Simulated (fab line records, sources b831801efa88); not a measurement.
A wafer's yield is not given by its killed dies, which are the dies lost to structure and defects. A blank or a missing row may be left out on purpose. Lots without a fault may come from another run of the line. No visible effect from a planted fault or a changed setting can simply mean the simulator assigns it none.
Which tool did it? / flow sky130 / Sampling: 12 lots, 36 wafers, 3 of 708 route steps

## WHAT THE GAUGES READ, wafer by wafer
SKY_VT_ADJUST_HVTR_TW_MEAS_11.
lot=L805; measured=day 9 15:48; on=film-metro-04; VT_ADJUST_HVTR_TW=213.4 212.9 212.5
lot=L807; measured=day 10 08:17; on=film-metro-04; VT_ADJUST_HVTR_TW=213.1 213.4 213.2
lot=L808; measured=day 10 11:48; on=film-metro-03; VT_ADJUST_HVTR_TW=208.5 208.2 209.7
lot=L809; measured=day 10 15:54; on=film-metro-04; VT_ADJUST_HVTR_TW=212.5 212.3 212.6
lot=L810; measured=day 11 02:49; on=film-metro-01; VT_ADJUST_HVTR_TW=209.0 209.4 209.0
lot=L811; measured=day 11 11:37; on=film-metro-01; VT_ADJUST_HVTR_TW=208.8 209.6 208.2
lot=L814; measured=day 12 10:39; on=film-metro-03; VT_ADJUST_HVTR_TW=207.7 208.9 210.1
lot=L815; measured=day 12 12:20; on=film-metro-04; VT_ADJUST_HVTR_TW=215.0 215.0 216.3
lot=L817; measured=day 13 05:34; on=film-metro-01; VT_ADJUST_HVTR_TW=211.9 211.4 212.6
lot=L818; measured=day 13 14:02; on=film-metro-03; VT_ADJUST_HVTR_TW=209.1 209.0 210.5
lot=L824; measured=day 15 10:20; on=film-metro-01; VT_ADJUST_HVTR_TW=221.0 221.8 221.8 222.7 222.4 222.1
lot=L825; measured=day 15 16:25; on=film-metro-01; VT_ADJUST_HVTR_TW=223.5 222.0 222.1 222.4 222.0 221.8

SKY_CONTACT_THK_MEAS_01.
lot=L805; measured=day 30 12:20; on=film-metro-02; CONTACT_CVD_00_THK (nm)=74.5 75.2 77.0
lot=L807; measured=day 31 09:17; on=film-metro-04; CONTACT_CVD_00_THK (nm)=75.7 73.0 74.9
lot=L808; measured=day 31 17:30; on=film-metro-04; CONTACT_CVD_00_THK (nm)=74.6 75.3 76.2
lot=L809; measured=day 31 20:11; on=film-metro-01; CONTACT_CVD_00_THK (nm)=76.3 75.1 76.7
lot=L810; measured=day 32 06:51; on=film-metro-01; CONTACT_CVD_00_THK (nm)=76.7 74.6 78.3
lot=L811; measured=day 32 20:14; on=film-metro-01; CONTACT_CVD_00_THK (nm)=72.5 72.0 75.2
lot=L814; measured=day 33 15:02; on=film-metro-04; CONTACT_CVD_00_THK (nm)=76.2 75.6 74.9
lot=L815; measured=day 33 20:47; on=film-metro-04; CONTACT_CVD_00_THK (nm)=74.7 74.4 76.0
lot=L817; measured=day 34 12:53; on=film-metro-01; CONTACT_CVD_00_THK (nm)=75.3 73.1 76.2
lot=L818; measured=day 34 23:39; on=film-metro-04; CONTACT_CVD_00_THK (nm)=74.1 77.3 75.7
lot=L824; measured=day 36 17:51; on=film-metro-04; CONTACT_CVD_00_THK (nm)=74.2 75.1 76.3
lot=L825; measured=day 36 23:14; on=film-metro-02; CONTACT_CVD_00_THK (nm)=74.6 75.0 75.0

## WHICH TOOL RAN EACH LOT (tool, then ch and the chambers of the sampled wafers, then the start)
lot=L805; SKY_VT_ADJUST_HVTR_IMPLANT_09=implanter-04 ch 0, day 9 15:33
lot=L807; SKY_VT_ADJUST_HVTR_IMPLANT_09=implanter-04 ch 0, day 10 08:02
lot=L808; SKY_VT_ADJUST_HVTR_IMPLANT_09=implanter-02 ch 0, day 10 11:34
lot=L809; SKY_VT_ADJUST_HVTR_IMPLANT_09=implanter-02 ch 0, day 10 15:39
lot=L810; SKY_VT_ADJUST_HVTR_IMPLANT_09=implanter-02 ch 0, day 11 02:34
lot=L811; SKY_VT_ADJUST_HVTR_IMPLANT_09=implanter-04 ch 0, day 11 11:23
lot=L814; SKY_VT_ADJUST_HVTR_IMPLANT_09=implanter-02 ch 0, day 12 10:25
lot=L815; SKY_VT_ADJUST_HVTR_IMPLANT_09=implanter-04 ch 0, day 12 12:05
lot=L817; SKY_VT_ADJUST_HVTR_IMPLANT_09=implanter-02 ch 0, day 13 05:20
lot=L818; SKY_VT_ADJUST_HVTR_IMPLANT_09=implanter-01 ch 0, day 13 13:49
lot=L824; SKY_VT_ADJUST_HVTR_IMPLANT_09=implanter-02 ch 0, day 15 10:07
lot=L825; SKY_VT_ADJUST_HVTR_IMPLANT_09=implanter-02 ch 0, day 15 16:10
- SKY_VT_ADJUST_HVTR_IMPLANT_09

## WHAT THE TOOLS THEMSELVES READ (means of the sampled wafers that have a number; where no wafer has one, the mark that the record gives instead)
SKY_VT_ADJUST_HVTR_IMPLANT_09.
lot=L805; tool=implanter-04; beam-on-s (s)=9.89; end-station-pressure-torr (Torr)=4.95e-06; faraday-current-uA=11.95
lot=L807; tool=implanter-04; beam-on-s (s)=9.92; end-station-pressure-torr (Torr)=5.02e-06; faraday-current-uA=11.94
lot=L808; tool=implanter-02; beam-on-s (s)=10.09; end-station-pressure-torr (Torr)=5.22e-06; faraday-current-uA=11.74
lot=L809; tool=implanter-02; beam-on-s (s)=9.96; end-station-pressure-torr (Torr)=5.11e-06; faraday-current-uA=11.88
lot=L810; tool=implanter-02; beam-on-s (s)=10.17; end-station-pressure-torr (Torr)=4.94e-06; faraday-current-uA=11.66
lot=L811; tool=implanter-04; beam-on-s (s)=9.96; end-station-pressure-torr (Torr)=5.02e-06; faraday-current-uA=11.86
lot=L814; tool=implanter-02; beam-on-s (s)=9.98; end-station-pressure-torr (Torr)=5.18e-06; faraday-current-uA=11.85
lot=L815; tool=implanter-04; beam-on-s (s)=9.92; end-station-pressure-torr (Torr)=5.29e-06; faraday-current-uA=11.94
lot=L817; tool=implanter-02; beam-on-s (s)=10.07; end-station-pressure-torr (Torr)=5.22e-06; faraday-current-uA=11.76
lot=L818; tool=implanter-01; beam-on-s (s)=9.91; end-station-pressure-torr (Torr)=5.10e-06; faraday-current-uA=11.96
lot=L824; tool=implanter-02; beam-on-s (s)=12.49; end-station-pressure-torr (Torr)=1.08e-04; faraday-current-uA=9.54
lot=L825; tool=implanter-02; beam-on-s (s)=12.35; end-station-pressure-torr (Torr)=1.00e-04; faraday-current-uA=9.66

## THE ANSWER, worked out from the rows above alone
Rule: the lots themselves supply what counts as usual. Put in order of their means at a reading, lots are off if they are a third of the lots or fewer, leave a main group of 4 or more, and stand apart from it by a gap of 3 or more times the standard deviation of the main group's means; of several such gaps the widest counts. A main group is skipped when, at the precision printed for the reading in the tables above, its means are all equal. Also off: a lot with no number at a reading for which 4 or more lots have one. All remaining lots with rows at the step are treated as sound. First the gauges in route order, then the tools' own readings, where a lot's mean is used as printed above. The first step at which some lot is off is used, and at that step the reading that is off furthest; a lot without a number counts as furthest.
Off at SKY_VT_ADJUST_HVTR_IMPLANT_09 (end-station-pressure-torr): L824, L825. Main group: mean 5.11e-06 Torr, sd 1.1e-07.
If a tool, at that step or one of the process steps before it, ran each lot that is off and ran no sound lot following the first of them, it fits. One candidate fits, namely implanter-02 at SKY_VT_ADJUST_HVTR_IMPLANT_09. Its last sound lot is L817 (day 13 05:20), its first lot that is off L824 (day 15 10:07): a fault that began between those two fits.
The tool's own readings at SKY_VT_ADJUST_HVTR_IMPLANT_09 bear it out: on the lots that are off they differ by more than 5 times the standard deviation of the sound lots' means. beam-on-s reads 12.42 s there against 9.99 s on the sound lots; end-station-pressure-torr reads 1.04e-04 Torr there against 5.11e-06 Torr on the sound lots; faraday-current-uA reads 9.60 there against 11.85 on the sound lots.

## WHAT WAS PUT IN BY THE SIMULATOR
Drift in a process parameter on implanter-02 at SKY_VT_ADJUST_HVTR_IMPLANT_09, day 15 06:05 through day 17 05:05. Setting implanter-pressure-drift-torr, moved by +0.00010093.
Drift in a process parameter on implanter-02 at SKY_VT_ADJUST_HVTR_IMPLANT_09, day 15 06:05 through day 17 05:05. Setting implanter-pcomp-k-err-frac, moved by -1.
Shown lots that were struck: L824, L825. This agrees with what the rule above found.
